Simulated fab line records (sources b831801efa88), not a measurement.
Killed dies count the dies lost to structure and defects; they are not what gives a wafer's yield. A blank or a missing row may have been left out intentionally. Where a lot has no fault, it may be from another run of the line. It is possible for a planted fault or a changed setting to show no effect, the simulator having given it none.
Split-lot experiment	flow gf180mcu	on a route of 602 steps: 5 lots, 23 wafers read

== THE SPLIT ==
At GF_M1_PEB_12 (peb time 90 s), the setting peb time s was moved away from the recipe's 90 s on 8 of the 23 wafers read, by -13.8% to +14.0%. This setting was run at the recipe's value on the other wafers.

== SPLIT TO READING: what lies between them in the file, 1 step ==
- GF_M1_DEVELOP_13: develop time 60 s

== THE READING ==
At GF_M1_CD_MEAS_14: cd nm in nanometres, against a target cd of 230 nm. Typical for fault-free wafers on this fab line: 229.9 nm, with standard deviation 1 nm.

wafer	tool, chamber at the split	peb time s as run, s	against the recipe	cd nm, nm	against lot-mates on the recipe
L076.2	litho track-02, 0	90	recipe	230.2	-
L076.3	litho track-02, 0	102.6	+14.0%	228.4	-1.6
L076.4	litho track-02, 0	90	recipe	230.4	-
L076.5	litho track-02, 0	102.6	+14.0%	227.1	-2.9
L076.6	litho track-02, 0	90	recipe	229.3	-
L079.2	litho track-02, 0	90	recipe	228.6	-
L079.3	litho track-02, 0	90	recipe	229.3	-
L079.6	litho track-02, 0	90	recipe	230.2	-
L082.2	litho track-04, 0	80.04	-11.1%	232.2	+3.5
L082.3	litho track-04, 0	80.04	-11.1%	231.7	+3.0
L082.4	litho track-04, 0	90	recipe	228.4	-
L082.5	litho track-04, 0	90	recipe	229.4	-
L082.6	litho track-04, 0	90	recipe	228.4	-
L083.1	litho track-02, 0	90	recipe	232.1	-
L083.3	litho track-02, 0	101.1	+12.3%	227.8	-3.2
L083.4	litho track-02, 0	101.1	+12.3%	227.5	-3.5
L083.5	litho track-02, 0	90	recipe	230.0	-
L083.6	litho track-02, 0	90	recipe	230.9	-
L084.1	litho track-02, 0	90	recipe	231.3	-
L084.3	litho track-02, 0	90	recipe	230.7	-
L084.4	litho track-02, 0	90	recipe	231.8	-
L084.5	litho track-02, 0	77.58	-13.8%	235.0	+3.7
L084.6	litho track-02, 0	77.58	-13.8%	235.9	+4.6

THE FIT
A straight line over all 23 wafers: cd nm changes by -0.239 nm for each +1% of peb time s; r = -0.84; the points scatter about the line by 1.2 nm.
The same after taking each lot's own level away (the mean of its wafers on the recipe; 23 wafers): -0.251 nm for each +1%; r = -0.94; scatter 0.72 nm.
On that fit, the largest move of peb time s shifts the reading by 3.5 nm.
The span of the lots' own levels, 228.73 to 231.27 nm, comes to 2.5 times the standard deviation stated above.
So the lot-to-lot level changes the slope little: the two slopes agree.
Check: with one of the wafers moved furthest among these (+14.0%) left out of the fit, the line predicts -3.73 nm for it against its lot-mates. Against them it came out at -1.57 nm.

== ADDITIONAL SPLITS CARRIED BY THESE WAFERS ==
Before the reading, these wafers also passed through other splits. Each is held against what the fit with the lots' levels taken away leaves over:
other split on the same wafers	wafers away from the commonest value	r with cd nm (lot level and that fit taken away)
GF_PSD_EXPOSE_04 dose mj	8	-0.20
GF_PSD_IMPLANT_09 energy kev	4	+0.03
GF_SAB_DEVELOP_08 develop time s	8	+0.06
GF_SALICIDE_SPUTTER_03 power w	8	-0.14
GF_CONTACT_CMP_04 leave above ref nm	7	+0.13
GF_CONTACT_PEB_12 peb temp c	10	-0.07
GF_CONTACT_ETCH_16 source w	5	+0.11
GF_CONTACT_CVD_24 pressure torr	10	+0.18

== THE FILE'S OWN FIT ==
cd nm changes by -0.252 nm for each +1% of peb time s, r = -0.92.
